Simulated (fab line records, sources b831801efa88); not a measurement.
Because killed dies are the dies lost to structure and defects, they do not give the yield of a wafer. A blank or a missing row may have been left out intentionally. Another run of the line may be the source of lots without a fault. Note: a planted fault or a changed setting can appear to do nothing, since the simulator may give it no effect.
The tool behind it: which one? || flow gf180mcu || Sampling: 24 lots, 72 wafers, 6 of 602 route steps

== WHAT EACH GAUGE READ, for each wafer ==
GF_V3_CD_MEAS_14: the cd target is 260 nm.
{"lot": "L074", "measured": "day 22 09:26", "on": "cd-sem-01", "cd-nm (nm)": "261.4 261.6 261.9"}
{"lot": "L075", "measured": "day 22 12:20", "on": "cd-sem-01", "cd-nm (nm)": "261.5 259.5 259.7"}
{"lot": "L076", "measured": "day 22 18:52", "on": "cd-sem-01", "cd-nm (nm)": "260.9 260.6 259.7"}
{"lot": "L077", "measured": "day 23 10:52", "on": "cd-sem-02", "cd-nm (nm)": "258.8 260.0 259.7"}
{"lot": "L078", "measured": "day 23 21:31", "on": "cd-sem-02", "cd-nm (nm)": "259.5 259.0 260.0"}
{"lot": "L079", "measured": "day 24 06:23", "on": "cd-sem-01", "cd-nm (nm)": "260.8 259.6 261.0"}
{"lot": "L080", "measured": "day 24 10:16", "on": "cd-sem-02", "cd-nm (nm)": "260.9 259.8 261.0"}
{"lot": "L081", "measured": "day 25 06:44", "on": "cd-sem-02", "cd-nm (nm)": "260.5 261.6 260.9"}
{"lot": "L082", "measured": "day 25 06:55", "on": "cd-sem-01", "cd-nm (nm)": "260.5 260.5 259.7"}
{"lot": "L083", "measured": "day 25 14:28", "on": "cd-sem-01", "cd-nm (nm)": "260.8 261.1 260.4"}
{"lot": "L084", "measured": "day 25 22:04", "on": "cd-sem-02", "cd-nm (nm)": "260.0 259.6 260.0"}
{"lot": "L085", "measured": "day 26 07:13", "on": "cd-sem-01", "cd-nm (nm)": "259.4 260.1 258.4"}
{"lot": "L086", "measured": "day 26 13:32", "on": "cd-sem-01", "cd-nm (nm)": "261.1 261.8 262.4"}
{"lot": "L087", "measured": "day 26 20:28", "on": "cd-sem-01", "cd-nm (nm)": "260.6 260.5 261.6"}
{"lot": "L088", "measured": "day 27 01:34", "on": "cd-sem-02", "cd-nm (nm)": "262.1 261.0 260.3"}
{"lot": "L089", "measured": "day 27 07:29", "on": "cd-sem-02", "cd-nm (nm)": "259.7 261.6 260.4"}
{"lot": "L090", "measured": "day 27 15:11", "on": "cd-sem-02", "cd-nm (nm)": "260.2 259.7 260.5"}
{"lot": "L091", "measured": "day 28 01:56", "on": "cd-sem-02", "cd-nm (nm)": "258.9 259.8 260.2"}
{"lot": "L092", "measured": "day 28 19:22", "on": "cd-sem-01", "cd-nm (nm)": "262.9 261.3 260.3"}
{"lot": "L093", "measured": "day 29 04:01", "on": "cd-sem-02", "cd-nm (nm)": "259.4 258.5 258.8"}
{"lot": "L094", "measured": "day 29 06:17", "on": "cd-sem-01", "cd-nm (nm)": "258.6 258.4 260.0"}
{"lot": "L095", "measured": "day 29 09:46", "on": "cd-sem-02", "cd-nm (nm)": "259.6 259.9 260.2"}
{"lot": "L096", "measured": "day 29 12:54", "on": "cd-sem-01", "cd-nm (nm)": "260.1 259.0 259.7"}
{"lot": "L097", "measured": "day 29 18:04", "on": "cd-sem-01", "cd-nm (nm)": "259.8 261.2 260.2"}

GF_M5_CD_MEAS_07: the cd target is 280 nm.
{"lot": "L074", "measured": "day 26 04:46", "on": "cd-sem-02", "cd-nm (nm)": "279.8 281.1 280.4"}
{"lot": "L075", "measured": "day 26 08:26", "on": "cd-sem-02", "cd-nm (nm)": "280.5 280.3 280.2"}
{"lot": "L076", "measured": "day 26 13:13", "on": "cd-sem-01", "cd-nm (nm)": "279.6 278.7 279.3"}
{"lot": "L077", "measured": "day 27 05:41", "on": "cd-sem-01", "cd-nm (nm)": "280.5 278.9 280.9"}
{"lot": "L078", "measured": "day 27 13:40", "on": "cd-sem-01", "cd-nm (nm)": "277.6 279.2 278.0"}
{"lot": "L079", "measured": "day 27 21:38", "on": "cd-sem-01", "cd-nm (nm)": "277.5 279.0 279.6"}
{"lot": "L080", "measured": "day 28 03:28", "on": "cd-sem-02", "cd-nm (nm)": "280.4 280.4 281.1"}
{"lot": "L081", "measured": "day 28 20:20", "on": "cd-sem-01", "cd-nm (nm)": "278.3 278.4 278.9"}
{"lot": "L082", "measured": "day 28 21:47", "on": "cd-sem-02", "cd-nm (nm)": "278.8 279.2 278.1"}
{"lot": "L083", "measured": "day 29 04:44", "on": "cd-sem-02", "cd-nm (nm)": "278.3 277.7 278.8"}
{"lot": "L084", "measured": "day 29 10:10", "on": "cd-sem-02", "cd-nm (nm)": "280.7 280.4 281.6"}
{"lot": "L085", "measured": "day 29 18:51", "on": "cd-sem-02", "cd-nm (nm)": "278.7 277.9 278.1"}
{"lot": "L086", "measured": "day 29 23:31", "on": "cd-sem-01", "cd-nm (nm)": "281.7 279.9 280.6"}
{"lot": "L087", "measured": "day 30 05:12", "on": "cd-sem-01", "cd-nm (nm)": "279.7 278.7 279.2"}
{"lot": "L088", "measured": "day 30 11:57", "on": "cd-sem-01", "cd-nm (nm)": "281.1 282.2 281.4"}
{"lot": "L089", "measured": "day 30 16:10", "on": "cd-sem-02", "cd-nm (nm)": "280.3 279.3 279.0"}
{"lot": "L090", "measured": "day 30 22:24", "on": "cd-sem-02", "cd-nm (nm)": "280.8 279.4 279.1"}
{"lot": "L091", "measured": "day 31 16:32", "on": "cd-sem-02", "cd-nm (nm)": "280.5 281.2 278.9"}
{"lot": "L092", "measured": "day 32 01:17", "on": "cd-sem-02", "cd-nm (nm)": "279.6 281.0 278.5"}
{"lot": "L093", "measured": "day 32 07:35", "on": "cd-sem-02", "cd-nm (nm)": "282.3 283.8 282.1"}
{"lot": "L094", "measured": "day 32 09:37", "on": "cd-sem-01", "cd-nm (nm)": "281.3 280.5 279.7"}
{"lot": "L095", "measured": "day 32 13:59", "on": "cd-sem-02", "cd-nm (nm)": "280.0 280.4 279.6"}
{"lot": "L096", "measured": "day 32 17:00", "on": "cd-sem-01", "cd-nm (nm)": "280.1 279.4 280.7"}
{"lot": "L097", "measured": "day 32 20:46", "on": "cd-sem-01", "cd-nm (nm)": "281.2 281.4 280.7"}

GF_TOP_METAL_OVL_MEAS_15.
{"lot": "L074", "measured": "day 28 00:49", "on": "overlay-02", "TOP_METAL_OVL (nm)": "-1.9 -1.3 -2.3"}
{"lot": "L075", "measured": "day 28 03:56", "on": "overlay-02", "TOP_METAL_OVL (nm)": "-1.4 -4.6 -1.0"}
{"lot": "L076", "measured": "day 28 07:47", "on": "overlay-01", "TOP_METAL_OVL (nm)": "0.0 0.6 0.6"}
{"lot": "L077", "measured": "day 28 23:34", "on": "overlay-01", "TOP_METAL_OVL (nm)": "-0.2 1.7 0.3"}
{"lot": "L078", "measured": "day 29 06:43", "on": "overlay-02", "TOP_METAL_OVL (nm)": "-1.1 1.1 0.4"}
{"lot": "L079", "measured": "day 29 13:56", "on": "overlay-02", "TOP_METAL_OVL (nm)": "-0.7 -0.9 -1.4"}
{"lot": "L080", "measured": "day 29 20:31", "on": "overlay-01", "TOP_METAL_OVL (nm)": "-1.7 1.8 2.5"}
{"lot": "L081", "measured": "day 30 13:20", "on": "overlay-02", "TOP_METAL_OVL (nm)": "0.3 3.9 1.1"}
{"lot": "L082", "measured": "day 30 13:59", "on": "overlay-01", "TOP_METAL_OVL (nm)": "-0.3 0.5 -2.2"}
{"lot": "L083", "measured": "day 30 21:41", "on": "overlay-01", "TOP_METAL_OVL (nm)": "0.2 -1.2 -0.2"}
{"lot": "L084", "measured": "day 31 03:10", "on": "overlay-02", "TOP_METAL_OVL (nm)": "-2.1 -1.4 -0.8"}
{"lot": "L085", "measured": "day 31 10:23", "on": "overlay-01", "TOP_METAL_OVL (nm)": "0.7 -0.2 -0.8"}
{"lot": "L086", "measured": "day 31 14:59", "on": "overlay-02", "TOP_METAL_OVL (nm)": "-1.5 -1.0 0.7"}
{"lot": "L087", "measured": "day 31 19:02", "on": "overlay-02", "TOP_METAL_OVL (nm)": "0.2 1.2 0.5"}
{"lot": "L088", "measured": "day 32 01:17", "on": "overlay-01", "TOP_METAL_OVL (nm)": "-0.8 -1.1 1.2"}
{"lot": "L089", "measured": "day 32 06:25", "on": "overlay-02", "TOP_METAL_OVL (nm)": "0.3 0.7 -1.3"}
{"lot": "L090", "measured": "day 32 11:13", "on": "overlay-02", "TOP_METAL_OVL (nm)": "1.5 1.1 -0.2"}
{"lot": "L091", "measured": "day 33 04:26", "on": "overlay-01", "TOP_METAL_OVL (nm)": "0.5 1.5 2.0"}
{"lot": "L092", "measured": "day 33 12:26", "on": "overlay-02", "TOP_METAL_OVL (nm)": "0.0 -1.1 -1.5"}
{"lot": "L093", "measured": "day 33 18:36", "on": "overlay-01", "TOP_METAL_OVL (nm)": "-2.1 0.2 -0.7"}
{"lot": "L094", "measured": "day 33 21:07", "on": "overlay-02", "TOP_METAL_OVL (nm)": "-0.3 0.3 -0.7"}
{"lot": "L095", "measured": "day 34 00:34", "on": "overlay-02", "TOP_METAL_OVL (nm)": "0.6 -1.7 -2.7"}
{"lot": "L096", "measured": "day 34 03:22", "on": "overlay-02", "TOP_METAL_OVL (nm)": "2.2 1.5 0.5"}
{"lot": "L097", "measured": "day 34 06:58", "on": "overlay-01", "TOP_METAL_OVL (nm)": "0.4 0.5 0.2"}

== TOOL THAT RAN EACH LOT (tool first, then ch and the chambers of the sampled wafers, then the start) ==
{"lot": "L074", "GF_CONTACT_CMP_04": "cmp-02 ch 0,2,3, day 15 04:40", "GF_V2_CMP_26": "cmp-02 ch 0,1, day 20 08:02", "GF_MIM_SPUTTER_08": "pvd-sputter-01, day 24 10:50"}
{"lot": "L075", "GF_CONTACT_CMP_04": "cmp-01 ch 0,2,3, day 15 09:02", "GF_V2_CMP_26": "cmp-01 ch 0,1,3, day 20 11:55", "GF_MIM_SPUTTER_08": "pvd-sputter-02, day 24 14:20"}
{"lot": "L076", "GF_CONTACT_CMP_04": "cmp-02 ch 1,3, day 15 13:10", "GF_V2_CMP_26": "cmp-01 ch 0,1, day 20 18:27", "GF_MIM_SPUTTER_08": "pvd-sputter-03, day 24 18:59"}
{"lot": "L077", "GF_CONTACT_CMP_04": "cmp-02 ch 0,2,3, day 16 04:08", "GF_V2_CMP_26": "cmp-01 ch 0,1, day 21 11:14", "GF_MIM_SPUTTER_08": "pvd-sputter-01, day 25 12:17"}
{"lot": "L078", "GF_CONTACT_CMP_04": "cmp-01 ch 0,1,2, day 16 17:05", "GF_V2_CMP_26": "cmp-02 ch 0,3, day 21 22:41", "GF_MIM_SPUTTER_08": "pvd-sputter-02, day 25 20:18"}
{"lot": "L079", "GF_CONTACT_CMP_04": "cmp-01 ch 0,2,3, day 16 23:20", "GF_V2_CMP_26": "cmp-02 ch 0,1,3, day 22 07:38", "GF_MIM_SPUTTER_08": "pvd-sputter-03, day 26 05:25"}
{"lot": "L080", "GF_CONTACT_CMP_04": "cmp-02 ch 1,2,3, day 17 04:34", "GF_V2_CMP_26": "cmp-02 ch 1,2, day 22 11:34", "GF_MIM_SPUTTER_08": "pvd-sputter-02, day 26 10:10"}
{"lot": "L081", "GF_CONTACT_CMP_04": "cmp-02 ch 1,2, day 17 19:37", "GF_V2_CMP_26": "cmp-01 ch 1,2,3, day 23 08:49", "GF_MIM_SPUTTER_08": "pvd-sputter-03, day 27 04:48"}
{"lot": "L082", "GF_CONTACT_CMP_04": "cmp-01 ch 0,1, day 18 01:49", "GF_V2_CMP_26": "cmp-01 ch 0,2,3, day 23 09:28", "GF_MIM_SPUTTER_08": "pvd-sputter-03, day 27 05:45"}
{"lot": "L083", "GF_CONTACT_CMP_04": "cmp-02 ch 1,2,3, day 18 10:49", "GF_V2_CMP_26": "cmp-01 ch 0,1,3, day 23 16:55", "GF_MIM_SPUTTER_08": "pvd-sputter-01, day 27 12:55"}
{"lot": "L084", "GF_CONTACT_CMP_04": "cmp-02 ch 1,3, day 18 21:05", "GF_V2_CMP_26": "cmp-01 ch 1,3, day 24 01:44", "GF_MIM_SPUTTER_08": "pvd-sputter-02, day 27 19:58"}
{"lot": "L085", "GF_CONTACT_CMP_04": "cmp-02 ch 0,2,3, day 19 07:19", "GF_V2_CMP_26": "cmp-02 ch 0,1, day 24 11:06", "GF_MIM_SPUTTER_08": "pvd-sputter-01, day 28 04:49"}
{"lot": "L086", "GF_CONTACT_CMP_04": "cmp-01 ch 1,2,3, day 19 13:28", "GF_V2_CMP_26": "cmp-01 ch 0,1,3, day 24 17:45", "GF_MIM_SPUTTER_08": "pvd-sputter-01, day 28 10:01"}
{"lot": "L087", "GF_CONTACT_CMP_04": "cmp-02 ch 2,3, day 19 22:34", "GF_V2_CMP_26": "cmp-02 ch 0,3, day 25 01:04", "GF_MIM_SPUTTER_08": "pvd-sputter-02, day 28 16:24"}
{"lot": "L088", "GF_CONTACT_CMP_04": "cmp-02 ch 2,3, day 20 04:11", "GF_V2_CMP_26": "cmp-02 ch 0,2,3, day 25 06:02", "GF_MIM_SPUTTER_08": "pvd-sputter-01, day 28 22:28"}
{"lot": "L089", "GF_CONTACT_CMP_04": "cmp-02 ch 0,2, day 20 11:40", "GF_V2_CMP_26": "cmp-02 ch 0,1,2, day 25 12:04", "GF_MIM_SPUTTER_08": "pvd-sputter-02, day 29 03:47"}
{"lot": "L090", "GF_CONTACT_CMP_04": "cmp-02 ch 1,2,3, day 20 22:53", "GF_V2_CMP_26": "cmp-02 ch 0,1,2, day 25 19:57", "GF_MIM_SPUTTER_08": "pvd-sputter-02, day 29 09:36"}
{"lot": "L091", "GF_CONTACT_CMP_04": "cmp-01 ch 1,2, day 21 08:32", "GF_V2_CMP_26": "cmp-02 ch 1,2,3, day 26 07:33", "GF_MIM_SPUTTER_08": "pvd-sputter-01, day 30 05:20"}
{"lot": "L092", "GF_CONTACT_CMP_04": "cmp-01 ch 0,1, day 22 07:17", "GF_V2_CMP_26": "cmp-02 ch 0,2,3, day 27 02:27", "GF_MIM_SPUTTER_08": "pvd-sputter-01, day 30 13:46"}
{"lot": "L093", "GF_CONTACT_CMP_04": "cmp-02 ch 0,2,3, day 22 15:37", "GF_V2_CMP_26": "cmp-01 ch 0,1,2, day 27 12:01", "GF_MIM_SPUTTER_08": "pvd-sputter-03, day 30 21:48"}
{"lot": "L094", "GF_CONTACT_CMP_04": "cmp-01 ch 0,1,2, day 22 18:40", "GF_V2_CMP_26": "cmp-01 ch 0,1,3, day 27 13:22", "GF_MIM_SPUTTER_08": "pvd-sputter-03, day 30 23:57"}
{"lot": "L095", "GF_CONTACT_CMP_04": "cmp-01 ch 0,1,2, day 22 23:35", "GF_V2_CMP_26": "cmp-01 ch 0,1, day 27 16:56", "GF_MIM_SPUTTER_08": "pvd-sputter-03, day 31 03:57"}
{"lot": "L096", "GF_CONTACT_CMP_04": "cmp-01 ch 0,1, day 23 03:10", "GF_V2_CMP_26": "cmp-02 ch 1,2,3, day 27 21:23", "GF_MIM_SPUTTER_08": "pvd-sputter-03, day 31 06:52"}
{"lot": "L097", "GF_CONTACT_CMP_04": "cmp-01 ch 0,1,3, day 23 10:37", "GF_V2_CMP_26": "cmp-01 ch 0,1,2, day 28 02:04", "GF_MIM_SPUTTER_08": "pvd-sputter-01, day 31 10:39"}
- GF_CONTACT_CMP_04: polishes SiO2.
- GF_V2_CMP_26: polishes, stops on SiO2, t overpolish 15 s, target thk 0 nm.
- GF_MIM_SPUTTER_08: material AlCu, target thk 200 nm, time 10.6 s.

== AS READ BY THE TOOLS THEMSELVES (means over the sampled wafers that have a number; for cases with no such wafer, the mark the record gives instead) ==
GF_CONTACT_CMP_04.
{"lot": "L074", "tool": "cmp-02", "motor-current-A (A)": 12.4, "platen-rpm (rpm)": 60.02, "slurry-filter-dp-kPa (kPa)": 13.48, "time-to-endpoint-s (s)": 112}
{"lot": "L075", "tool": "cmp-01", "motor-current-A (A)": 12.3, "platen-rpm (rpm)": 60.00, "slurry-filter-dp-kPa (kPa)": 13.52, "time-to-endpoint-s (s)": 107}
{"lot": "L076", "tool": "cmp-02", "motor-current-A (A)": 13.8, "platen-rpm (rpm)": 60.01, "slurry-filter-dp-kPa (kPa)": 13.57, "time-to-endpoint-s (s)": 111}
{"lot": "L077", "tool": "cmp-02", "motor-current-A (A)": 12.9, "platen-rpm (rpm)": 60.06, "slurry-filter-dp-kPa (kPa)": 13.51, "time-to-endpoint-s (s)": 115}
{"lot": "L078", "tool": "cmp-01", "motor-current-A (A)": 11.9, "platen-rpm (rpm)": 60.00, "slurry-filter-dp-kPa (kPa)": 13.57, "time-to-endpoint-s (s)": 100}
{"lot": "L079", "tool": "cmp-01", "motor-current-A (A)": 12.6, "platen-rpm (rpm)": 59.99, "slurry-filter-dp-kPa (kPa)": 13.46, "time-to-endpoint-s (s)": 106}
{"lot": "L080", "tool": "cmp-02", "motor-current-A (A)": 12.7, "platen-rpm (rpm)": 59.97, "slurry-filter-dp-kPa (kPa)": 13.40, "time-to-endpoint-s (s)": 114}
{"lot": "L081", "tool": "cmp-02", "motor-current-A (A)": 12.4, "platen-rpm (rpm)": 60.00, "slurry-filter-dp-kPa (kPa)": 13.49, "time-to-endpoint-s (s)": 123}
{"lot": "L082", "tool": "cmp-01", "motor-current-A (A)": 11.3, "platen-rpm (rpm)": 60.00, "slurry-filter-dp-kPa (kPa)": 13.65, "time-to-endpoint-s (s)": 104}
{"lot": "L083", "tool": "cmp-02", "motor-current-A (A)": 13.0, "platen-rpm (rpm)": 60.01, "slurry-filter-dp-kPa (kPa)": 13.45, "time-to-endpoint-s (s)": 116}
{"lot": "L084", "tool": "cmp-02", "motor-current-A (A)": 13.2, "platen-rpm (rpm)": 59.98, "slurry-filter-dp-kPa (kPa)": 13.60, "time-to-endpoint-s (s)": 110}
{"lot": "L085", "tool": "cmp-02", "motor-current-A (A)": 12.8, "platen-rpm (rpm)": 59.99, "slurry-filter-dp-kPa (kPa)": 13.65, "time-to-endpoint-s (s)": 108}
{"lot": "L086", "tool": "cmp-01", "motor-current-A (A)": 11.8, "platen-rpm (rpm)": 60.01, "slurry-filter-dp-kPa (kPa)": 13.41, "time-to-endpoint-s (s)": 108}
{"lot": "L087", "tool": "cmp-02", "motor-current-A (A)": 12.7, "platen-rpm (rpm)": 59.99, "slurry-filter-dp-kPa (kPa)": 13.53, "time-to-endpoint-s (s)": 111}
{"lot": "L088", "tool": "cmp-02", "motor-current-A (A)": 13.0, "platen-rpm (rpm)": 60.00, "slurry-filter-dp-kPa (kPa)": 13.56, "time-to-endpoint-s (s)": 110}
{"lot": "L089", "tool": "cmp-02", "motor-current-A (A)": 12.3, "platen-rpm (rpm)": 59.98, "slurry-filter-dp-kPa (kPa)": 13.55, "time-to-endpoint-s (s)": 115}
{"lot": "L090", "tool": "cmp-02", "motor-current-A (A)": 12.8, "platen-rpm (rpm)": 60.03, "slurry-filter-dp-kPa (kPa)": 13.55, "time-to-endpoint-s (s)": 104}
{"lot": "L091", "tool": "cmp-01", "motor-current-A (A)": 12.9, "platen-rpm (rpm)": 59.98, "slurry-filter-dp-kPa (kPa)": 13.60, "time-to-endpoint-s (s)": 108}
{"lot": "L092", "tool": "cmp-01", "motor-current-A (A)": 11.7, "platen-rpm (rpm)": 60.01, "slurry-filter-dp-kPa (kPa)": 13.40, "time-to-endpoint-s (s)": 106}
{"lot": "L093", "tool": "cmp-02", "motor-current-A (A)": 12.4, "platen-rpm (rpm)": 59.94, "slurry-filter-dp-kPa (kPa)": 13.44, "time-to-endpoint-s (s)": 108}
{"lot": "L094", "tool": "cmp-01", "motor-current-A (A)": 12.3, "platen-rpm (rpm)": 60.04, "slurry-filter-dp-kPa (kPa)": 13.41, "time-to-endpoint-s (s)": 105}
{"lot": "L095", "tool": "cmp-01", "motor-current-A (A)": 12.2, "platen-rpm (rpm)": 60.03, "slurry-filter-dp-kPa (kPa)": 13.51, "time-to-endpoint-s (s)": 102}
{"lot": "L096", "tool": "cmp-01", "motor-current-A (A)": 11.2, "platen-rpm (rpm)": 59.96, "slurry-filter-dp-kPa (kPa)": 13.38, "time-to-endpoint-s (s)": 105}
{"lot": "L097", "tool": "cmp-01", "motor-current-A (A)": 11.9, "platen-rpm (rpm)": 59.99, "slurry-filter-dp-kPa (kPa)": 13.52, "time-to-endpoint-s (s)": 107}

GF_V2_CMP_26.
{"lot": "L074", "tool": "cmp-02", "motor-current-A (A)": 11.7, "overpolish-run-s (s)": 14.997, "platen-rpm (rpm)": 59.97, "slurry-filter-dp-kPa (kPa)": 13.45, "time-to-endpoint-s (s)": 89}
{"lot": "L075", "tool": "cmp-01", "motor-current-A (A)": 11.0, "overpolish-run-s (s)": 14.994, "platen-rpm (rpm)": 60.00, "slurry-filter-dp-kPa (kPa)": 13.53, "time-to-endpoint-s (s)": 85}
{"lot": "L076", "tool": "cmp-01", "motor-current-A (A)": 10.6, "overpolish-run-s (s)": 15.001, "platen-rpm (rpm)": 60.03, "slurry-filter-dp-kPa (kPa)": 13.39, "time-to-endpoint-s (s)": 79}
{"lot": "L077", "tool": "cmp-01", "motor-current-A (A)": 10.7, "overpolish-run-s (s)": 14.998, "platen-rpm (rpm)": 59.96, "slurry-filter-dp-kPa (kPa)": 13.49, "time-to-endpoint-s (s)": 84}
{"lot": "L078", "tool": "cmp-02", "motor-current-A (A)": 12.0, "overpolish-run-s (s)": 14.993, "platen-rpm (rpm)": 60.06, "slurry-filter-dp-kPa (kPa)": 13.34, "time-to-endpoint-s (s)": 87}
{"lot": "L079", "tool": "cmp-02", "motor-current-A (A)": 12.0, "overpolish-run-s (s)": 15.001, "platen-rpm (rpm)": 60.01, "slurry-filter-dp-kPa (kPa)": 13.52, "time-to-endpoint-s (s)": 87}
{"lot": "L080", "tool": "cmp-02", "motor-current-A (A)": 11.2, "overpolish-run-s (s)": 15.000, "platen-rpm (rpm)": 60.02, "slurry-filter-dp-kPa (kPa)": 13.61, "time-to-endpoint-s (s)": 87}
{"lot": "L081", "tool": "cmp-01", "motor-current-A (A)": 11.0, "overpolish-run-s (s)": 15.004, "platen-rpm (rpm)": 60.01, "slurry-filter-dp-kPa (kPa)": 13.40, "time-to-endpoint-s (s)": 88}
{"lot": "L082", "tool": "cmp-01", "motor-current-A (A)": 11.4, "overpolish-run-s (s)": 14.997, "platen-rpm (rpm)": 59.96, "slurry-filter-dp-kPa (kPa)": 13.62, "time-to-endpoint-s (s)": 85}
{"lot": "L083", "tool": "cmp-01", "motor-current-A (A)": 10.7, "overpolish-run-s (s)": 14.997, "platen-rpm (rpm)": 59.96, "slurry-filter-dp-kPa (kPa)": 13.50, "time-to-endpoint-s (s)": 86}
{"lot": "L084", "tool": "cmp-01", "motor-current-A (A)": 10.1, "overpolish-run-s (s)": 14.990, "platen-rpm (rpm)": 60.02, "slurry-filter-dp-kPa (kPa)": 13.48, "time-to-endpoint-s (s)": 86}
{"lot": "L085", "tool": "cmp-02", "motor-current-A (A)": 11.3, "overpolish-run-s (s)": 14.999, "platen-rpm (rpm)": 60.05, "slurry-filter-dp-kPa (kPa)": 13.37, "time-to-endpoint-s (s)": 82}
{"lot": "L086", "tool": "cmp-01", "motor-current-A (A)": 10.5, "overpolish-run-s (s)": 15.006, "platen-rpm (rpm)": 60.01, "slurry-filter-dp-kPa (kPa)": 13.34, "time-to-endpoint-s (s)": 87}
{"lot": "L087", "tool": "cmp-02", "motor-current-A (A)": 11.6, "overpolish-run-s (s)": 14.997, "platen-rpm (rpm)": 60.01, "slurry-filter-dp-kPa (kPa)": 13.64, "time-to-endpoint-s (s)": 91}
{"lot": "L088", "tool": "cmp-02", "motor-current-A (A)": 12.0, "overpolish-run-s (s)": 15.000, "platen-rpm (rpm)": 60.03, "slurry-filter-dp-kPa (kPa)": 13.48, "time-to-endpoint-s (s)": 85}
{"lot": "L089", "tool": "cmp-02", "motor-current-A (A)": 11.1, "overpolish-run-s (s)": 15.006, "platen-rpm (rpm)": 59.96, "slurry-filter-dp-kPa (kPa)": 13.51, "time-to-endpoint-s (s)": 89}
{"lot": "L090", "tool": "cmp-02", "motor-current-A (A)": 11.3, "overpolish-run-s (s)": 15.000, "platen-rpm (rpm)": 59.97, "slurry-filter-dp-kPa (kPa)": 13.43, "time-to-endpoint-s (s)": 87}
{"lot": "L091", "tool": "cmp-02", "motor-current-A (A)": 11.7, "overpolish-run-s (s)": 15.001, "platen-rpm (rpm)": 60.01, "slurry-filter-dp-kPa (kPa)": 13.49, "time-to-endpoint-s (s)": 86}
{"lot": "L092", "tool": "cmp-02", "motor-current-A (A)": 11.9, "overpolish-run-s (s)": 14.999, "platen-rpm (rpm)": 60.00, "slurry-filter-dp-kPa (kPa)": 13.46, "time-to-endpoint-s (s)": 85}
{"lot": "L093", "tool": "cmp-01", "motor-current-A (A)": 10.9, "overpolish-run-s (s)": 14.998, "platen-rpm (rpm)": 60.00, "slurry-filter-dp-kPa (kPa)": 13.47, "time-to-endpoint-s (s)": 91}
{"lot": "L094", "tool": "cmp-01", "motor-current-A (A)": 11.1, "overpolish-run-s (s)": 15.001, "platen-rpm (rpm)": 60.00, "slurry-filter-dp-kPa (kPa)": 13.49, "time-to-endpoint-s (s)": 88}
{"lot": "L095", "tool": "cmp-01", "motor-current-A (A)": 10.3, "overpolish-run-s (s)": 14.996, "platen-rpm (rpm)": 59.97, "slurry-filter-dp-kPa (kPa)": 13.56, "time-to-endpoint-s (s)": 85}
{"lot": "L096", "tool": "cmp-02", "motor-current-A (A)": 11.3, "overpolish-run-s (s)": 14.999, "platen-rpm (rpm)": 59.97, "slurry-filter-dp-kPa (kPa)": 13.55, "time-to-endpoint-s (s)": 86}
{"lot": "L097", "tool": "cmp-01", "motor-current-A (A)": 11.0, "overpolish-run-s (s)": 14.993, "platen-rpm (rpm)": 59.99, "slurry-filter-dp-kPa (kPa)": 13.57, "time-to-endpoint-s (s)": 85}

GF_MIM_SPUTTER_08.
{"lot": "L074", "tool": "pvd-sputter-01", "throttle-valve-pct (%)": 28.4}
{"lot": "L075", "tool": "pvd-sputter-02", "throttle-valve-pct (%)": 30.1}
{"lot": "L076", "tool": "pvd-sputter-03", "throttle-valve-pct (%)": 30.2}
{"lot": "L077", "tool": "pvd-sputter-01", "throttle-valve-pct (%)": 28.8}
{"lot": "L078", "tool": "pvd-sputter-02", "throttle-valve-pct (%)": 29.8}
{"lot": "L079", "tool": "pvd-sputter-03", "throttle-valve-pct (%)": 30.9}
{"lot": "L080", "tool": "pvd-sputter-02", "throttle-valve-pct (%)": 31.1}
{"lot": "L081", "tool": "pvd-sputter-03", "throttle-valve-pct (%)": 29.2}
{"lot": "L082", "tool": "pvd-sputter-03", "throttle-valve-pct (%)": 29.9}
{"lot": "L083", "tool": "pvd-sputter-01", "throttle-valve-pct (%)": 29.4}
{"lot": "L084", "tool": "pvd-sputter-02", "throttle-valve-pct (%)": 30.3}
{"lot": "L085", "tool": "pvd-sputter-01", "throttle-valve-pct (%)": 28.9}
{"lot": "L086", "tool": "pvd-sputter-01", "throttle-valve-pct (%)": 29.0}
{"lot": "L087", "tool": "pvd-sputter-02", "throttle-valve-pct (%)": 30.0}
{"lot": "L088", "tool": "pvd-sputter-01", "throttle-valve-pct (%)": 28.9}
{"lot": "L089", "tool": "pvd-sputter-02", "throttle-valve-pct (%)": 30.1}
{"lot": "L090", "tool": "pvd-sputter-02", "throttle-valve-pct (%)": 30.1}
{"lot": "L091", "tool": "pvd-sputter-01", "throttle-valve-pct (%)": 29.2}
{"lot": "L092", "tool": "pvd-sputter-01", "throttle-valve-pct (%)": 28.5}
{"lot": "L093", "tool": "pvd-sputter-03", "throttle-valve-pct (%)": 30.4}
{"lot": "L094", "tool": "pvd-sputter-03", "throttle-valve-pct (%)": 29.7}
{"lot": "L095", "tool": "pvd-sputter-03", "throttle-valve-pct (%)": 30.3}
{"lot": "L096", "tool": "pvd-sputter-03", "throttle-valve-pct (%)": 29.3}
{"lot": "L097", "tool": "pvd-sputter-01", "throttle-valve-pct (%)": 28.9}

== THE ANSWER, worked out from the rows above alone ==
Rule: the usual values come from the lots themselves. Put in order of their means at a reading, lots are off if they are a third of the lots or fewer, leave a main group of 4 or more, and stand apart from it by a gap of 3 or more times the standard deviation of the main group's means; of several such gaps the widest counts. A main group is skipped when, at the precision printed for the reading in the tables above, its means are all equal. A lot without any number at a reading at which 4 lots or more have one is off too. Any other lot the step has rows for is counted as sound. The gauges are gone through in route order, then the tools' own readings, and for those a lot's mean is taken as printed above. At the first step where some lot is off, the reading lying furthest off is the one used; lots without a number count as furthest.
No lot is off on any of the readings shown, so nothing can be concluded from this.

== WHAT THE SIMULATOR HAD INSERTED ==
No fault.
